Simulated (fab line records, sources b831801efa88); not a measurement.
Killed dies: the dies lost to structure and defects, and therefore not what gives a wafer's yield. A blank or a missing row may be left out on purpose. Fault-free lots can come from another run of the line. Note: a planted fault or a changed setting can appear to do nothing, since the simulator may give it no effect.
Which tool was responsible? ; flow sky130 ; 15 lots, 45 wafers sampled, at 4 steps of a route of 708

## WHAT THE GAUGES SHOWED, per wafer
SKY_RES_PROTECT_TW_MEAS_08. Usual: POLY_GATE_TW 4052, standard deviation 30.
lot;measured;on;POLY_GATE_TW;flag
L649;day 15 13:56;film-metro-01;4090 4063 4077;
L651;day 16 03:52;film-metro-04;4011 4026 4029;
L653;day 16 23:53;film-metro-04;4029 4023 4036;
L654;day 17 13:44;film-metro-02;4024 4031 4039;
L655;day 17 20:44;film-metro-01;4093 4078 4110;
L658;day 18 20:35;film-metro-04;4037 4055 4058;
L660;day 19 09:35;film-metro-01;4063 4082 4051;
L662;day 20 02:12;film-metro-04;4031 4023 4052;
L664;day 21 03:27;film-metro-04;4040 4052 4020;
L665;day 21 04:41;film-metro-01;4080 4069 4072;
L666;day 21 16:29;film-metro-04;4025 4033 4053;
L667;day 21 21:18;film-metro-02;4020 4039 4028;
L668;day 22 05:29;film-metro-02;4005 4045 4044;
L669;day 22 17:32;film-metro-04;4038 4036 4026;
L671;day 23 15:59;film-metro-01;4089 4086 4105;

SKY_LDD_LDN_OVL_MEAS_07. Usual: LDD_LDN_OVL 0.7 nm, standard deviation 1.3.
lot;measured;on;LDD_LDN_OVL (nm);flag
L649;day 23 05:39;overlay-01;0.2 -0.1 0.6;
L651;day 24 01:53;overlay-01;2.4 3.2 3.5;
L653;day 24 20:02;overlay-02;-0.1 0.4 -1.5;
L654;day 25 09:05;overlay-01;3.2 2.2 1.8;
L655;day 25 15:50;overlay-01;2.3 1.2 1.4;
L658;day 26 18:10;overlay-02;-1.1 0.3 -1.0;
L660;day 27 04:33;overlay-02;0.5 2.4 -1.2;
L662;day 27 20:20;overlay-01;0.7 -1.0 -0.5;
L664;day 28 19:00;overlay-01;4.9 2.7 2.5;
L665;day 28 20:53;overlay-01;1.9 2.0 0.2;
L666;day 29 09:26;overlay-02;2.4 0.7 -0.6;
L667;day 29 13:00;overlay-01;-1.9 -1.0 -0.9;
L668;day 29 23:21;overlay-01;-0.5 0.2 -1.0;
L669;day 30 09:46;overlay-02;-0.2 -0.7 1.0;
L671;day 31 05:35;overlay-02;-0.2 3.0 2.7;

## EACH LOT AND THE TOOL THAT RAN IT (in order: tool; ch and the chambers of the sampled wafers; start)
lot;SKY_LDD_HVP_DEVELOP_06;SKY_LDD_HVP_STRIP_09
L649;litho-track-03 ch 0, day 21 23:00;plasma-asher-01 ch 0,1, day 21 23:19
L651;litho-track-03 ch 0, day 22 19:46;plasma-asher-02 ch 0,1, day 22 20:05
L653;litho-track-04, day 23 13:34;plasma-asher-01 ch 0,1, day 23 13:54
L654;litho-track-01, day 24 02:47;plasma-asher-02 ch 0,1, day 24 03:08
L655;litho-track-03, day 24 09:01;plasma-asher-04 ch 0,1, day 24 09:22
L658;litho-track-01 ch 0, day 25 11:44;plasma-asher-01 ch 0,1, day 25 12:05
L660;litho-track-01 ch 0, day 25 22:20;plasma-asher-01 ch 0,1, day 25 22:40
L662;litho-track-04 ch 0, day 26 14:52;plasma-asher-02 ch 0,1, day 26 15:11
L664;litho-track-04 ch 0, day 27 13:38;plasma-asher-02 ch 0,1, day 27 13:57
L665;litho-track-03 ch 0, day 27 15:40;plasma-asher-01 ch 0,1, day 27 16:01
L666;litho-track-01 ch 0, day 28 03:32;plasma-asher-01 ch 0,1, day 28 03:53
L667;litho-track-03 ch 0, day 28 07:57;plasma-asher-04 ch 0,1, day 28 08:16
L668;litho-track-04 ch 0, day 28 17:25;plasma-asher-01 ch 0,1, day 28 17:44
L669;litho-track-04 ch 0, day 29 04:22;plasma-asher-01 ch 0,1, day 29 04:42
L671;litho-track-01 ch 0, day 30 01:16;plasma-asher-01 ch 1, day 30 01:35
- SKY_LDD_HVP_DEVELOP_06: develop time 60 s.
- SKY_LDD_HVP_STRIP_09: strips in O2/N2.

## WHAT THE TOOLS THEMSELVES READ (means of the sampled wafers that have a number; where no wafer has one, the mark that the record gives instead)
SKY_LDD_HVP_DEVELOP_06. Usual: chill-plate-temp-C 23.00 C, standard deviation 0.097.
lot;tool;chill-plate-temp-C (C);flag
L649;litho-track-03;23.05;
L651;litho-track-03;23.02;
L653;litho-track-04;-;OFF
L654;litho-track-01;-;OFF
L655;litho-track-03;-;OFF
L658;litho-track-01;23.19;
L660;litho-track-01;23.09;
L662;litho-track-04;22.89;
L664;litho-track-04;23.13;
L665;litho-track-03;23.00;
L666;litho-track-01;22.94;
L667;litho-track-03;23.04;
L668;litho-track-04;23.05;
L669;litho-track-04;23.08;
L671;litho-track-01;22.95;

SKY_LDD_HVP_STRIP_09. Usual: drypump-motor-current-A 5.8 A, standard deviation 0.72; o2-flow-sccm 3000 sccm, standard deviation 8.8; oes-product-au 0.409 a.u., standard deviation 0.0049; strip-time-to-endpoint-s 4.137 s, standard deviation 0.015.
lot;tool;drypump-motor-current-A (A);o2-flow-sccm (sccm);oes-product-au (a.u.);strip-time-to-endpoint-s (s);flag
L649;plasma-asher-01;6.4;2989;0.409;4.131;
L651;plasma-asher-02;4.9;3001;0.405;4.137;
L653;plasma-asher-01;6.4;2990;0.404;4.156;
L654;plasma-asher-02;4.9;3004;0.406;4.157;
L655;plasma-asher-04;5.8;3000;0.406;4.146;
L658;plasma-asher-01;6.2;2999;0.407;4.140;
L660;plasma-asher-01;6.1;3001;0.405;4.108;
L662;plasma-asher-02;4.9;2997;0.409;4.135;
L664;plasma-asher-02;5.0;3008;0.404;4.136;
L665;plasma-asher-01;6.1;3008;0.410;4.135;
L666;plasma-asher-01;6.4;3000;0.408;4.127;
L667;plasma-asher-04;5.8;3001;0.408;4.140;
L668;plasma-asher-01;6.2;3000;0.411;4.158;
L669;plasma-asher-01;6.4;2998;0.411;4.113;
L671;plasma-asher-01;6.7;2999;0.408;4.126;

## THE ANSWER, worked out from the rows above alone
Rule: lot off if the mean of its wafers having a number is beyond 3 standard deviations from the usual mean. Also off: a lot with no number at a reading for which 4 or more lots have one. The other lots that the step has rows for count as sound. After the gauges, taken in route order, come the tools' own readings; for these a lot's mean is taken, as printed above. At the first step where some lot is off, the reading lying furthest off is the one used; lots without a number count as furthest.
Off: L653, L654, L655, at SKY_LDD_HVP_DEVELOP_06 (chill-plate-temp-C). Without a number there: L653, L654, L655.
If a tool, at that step or one of the process steps before it, ran each lot that is off and ran no sound lot following the first of them, it fits. None of those tried fits.

## WHAT WAS PUT IN BY THE SIMULATOR
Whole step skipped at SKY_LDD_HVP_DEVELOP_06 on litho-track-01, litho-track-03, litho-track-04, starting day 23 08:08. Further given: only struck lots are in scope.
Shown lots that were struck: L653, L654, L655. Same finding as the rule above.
